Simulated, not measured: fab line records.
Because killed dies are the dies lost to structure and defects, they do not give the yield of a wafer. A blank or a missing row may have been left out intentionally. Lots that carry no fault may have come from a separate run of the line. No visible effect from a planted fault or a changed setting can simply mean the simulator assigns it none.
One fault seen from 2 desks	flow sfq-line	what lay behind the numbers comes last; until then each desk has only its own

== FOR THE TOOL OWNER'S DESK: pecvd-03 ==
The tool's own readings at SFQ_TRILAYER_I1_DEP_PECVD_045 (deposits SiO2 from SiH4/N2O, time 111.11 s, target thk 500 nm): means of the sampled wafers that have a number, for each lot that ran on this tool. The brackets show how far a lot's mean lies from the usual mean; more than 4 standard deviations puts the lot out of limits, marked OUT.
Columns: A = heater-power-w at SFQ_TRILAYER_I1_DEP_PECVD_045, usual 88 W; B = run-length-s at SFQ_TRILAYER_I1_DEP_PECVD_045, usual 139.1 s; C = throttle-valve-pct at SFQ_TRILAYER_I1_DEP_PECVD_045, usual 23.8 %
lot	first seen here	A	B	C
L179	day 15 07:32	80	139.2	23.1
L181	day 16 00:46	87	139.3	23.1
L184	day 17 20:25	82	138.8	23.3
L186	day 18 16:54	90	138.9	23.4
L187	day 19 08:29	85	139.2	23.5
L188	day 19 12:07	98	149.0 (+20) OUT	24.2
L190	day 19 20:29	93	148.8 (+19) OUT	24.2
L199	day 23 06:13	105	138.7	24.5
This desk finds L188, L190 out of limits, L188 being first, at day 19 12:07 (run-length-s at SFQ_TRILAYER_I1_DEP_PECVD_045). L179, L181, L184, L186, L187, L199: within limits.

== AT THE METROLOGY DESK ==
Means of the sampled wafers that have a number, per lot and without regard to the tool the lot ran on: this is what the gauges read. The brackets show how far a lot's mean lies from the usual mean; more than 4 standard deviations puts the lot out of limits, marked OUT.
Columns: A = L0V_OVL at SFQ_L0V_OVL_MEAS_903, usual -2 nm; B = M6_NB_RS at SFQ_M6_RS_MEAS_938, usual 0.888 ohm/sq
lot	first seen here	A	B
L177	day 4 23:55	-8	0.900
L179	day 5 14:19	3	0.877
L181	day 6 01:13	-1	0.890
L184	day 6 16:50	-1	0.890
L185	day 7 01:06	-3	0.872
L186	day 7 07:06	-5	0.887
L187	day 7 16:41	4	0.882
L188	day 7 17:54	4	0.897
L189	day 7 23:46	-3	0.886
L190	day 8 05:47	-4	0.894
L191	day 8 12:56	-6	0.893
L198	day 10 07:41	-8	0.897
L199	day 10 12:29	1	0.902
L200	day 10 18:29	0	0.875
This desk's verdict: no lot among the 14 shows anything out of limits.

== ALL TOGETHER ==
On L188, L190, at day 19 12:07, an alarm was possible from the tool owner's desk.
Metrology desk: nothing out of limits seen.
The metrology desk has L188, L190 on record, within its limits.
All the named lots went through SFQ_TRILAYER_I1_DEP_PECVD_045 on pecvd-03.

== WHAT THE SIMULATOR PUT IN ==
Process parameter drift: pecvd-03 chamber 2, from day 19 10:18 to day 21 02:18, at SFQ_TRILAYER_I1_DEP_PECVD_045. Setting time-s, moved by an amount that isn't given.
Lots struck among those shown: L188, L190.
Time in hours from fault onset to the first out-of-limits reading at each desk: the tool owner's desk, 2.
